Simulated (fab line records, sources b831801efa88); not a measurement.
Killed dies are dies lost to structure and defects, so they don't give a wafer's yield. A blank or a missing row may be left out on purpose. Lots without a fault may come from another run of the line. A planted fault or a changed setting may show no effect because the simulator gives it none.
Problem report in the 8D (eight disciplines) form, filled by code | flow sfq_line | the parts of the form that need people (team, actions taken, sign-off) are left out

1. THE PROBLEM
time_to_endpoint_s at SFQ_TRILAYER_I7_CMP_CMP_184 reads a mean of 118 s on 2 wafers of 2 lots; wafers without a fault read 217 s with a standard deviation of 6.4. That is -15 standard deviations from the usual mean.
The step: polishes SiO2.
First seen on wafer L325.5, day 81 07:00, on cmp-01. The record holds 42 wafers of 14 lots with a number at this step. Rule for "out", or "out of limits": more than 4 standard deviations from the usual mean. The other wafers with a number count as sound.

2. WHAT IT IS AND WHAT IT IS NOT
question                    | is                 | is not
which readings at this step | time_to_endpoint_s | motor_current_A, retaining_ring_pressure_frac
which lots                  | L325, L327         | L322, L323, L326, L328, L329, L336, L337, L338, L339, L343, L344, L345
which wafers of those lots  | L325.5, L327.3     | L325.2, L325.6, L327.1, L327.4
read on which tools         | cmp-01             | cmp-02
when                        | from day 81 07:00  | up to then (8 sound wafers); but 32 sound wafers of L326, L327, L328, L329, L336, L337, L338, L339, L343, L344, L345 came after

3. SUSPECTS, AND WHAT RULES EACH OUT
Counting: a tool at a process step up to the reading stays a suspect if it ran every lot that is out. Sound lots after the first of them don't rule it out here, since some wafers of a struck lot are sound.
- cmp-01 at SFQ_TRILAYER_I7_CMP_CMP_184 (polishes SiO2): kept. It ran every lot that is out, first L325 (day 81 07:00); its last sound lot up to then is L323 (day 80 12:16). Its own readings are out on those wafers: time_to_endpoint_s.
- Within cmp-01 at SFQ_TRILAYER_I7_CMP_CMP_184: the wafers that are out ran in chamber 0; their sound lot-mates ran in chambers 1, 2, 3.
Left after counting: cmp-01 at SFQ_TRILAYER_I7_CMP_CMP_184.

4. THE CAUSE (what the simulator had put in)
Process parameter drift: cmp-01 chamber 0, from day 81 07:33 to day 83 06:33, at SFQ_TRILAYER_I7_CMP_CMP_184. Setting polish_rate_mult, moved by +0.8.
Counting left only this tool.

5. THE CHAIN OF EFFECTS, in route order
Each row: a reading whose mean over the struck wafers that have a number lies more than 3 standard deviations from the usual. Only readings for which the record gives a usual standard deviation are gone through. hours: the time from each lot's start at the first step in this table that gives one to its start at this step, as a median over the lots. sigmas: the change in usual standard deviations.
hours | step                        | reading            | usual | on struck wafers | change | sigmas
0     | SFQ_TRILAYER_I7_CMP_CMP_184 | time_to_endpoint_s | 217 s | 118              | -99    | -15
The process steps in it:
- SFQ_TRILAYER_I7_CMP_CMP_184: polishes SiO2.

6. WHAT WOULD HAVE CAUGHT IT SOONER
In this record the first reading out of limits was taken at day 81 07:00.
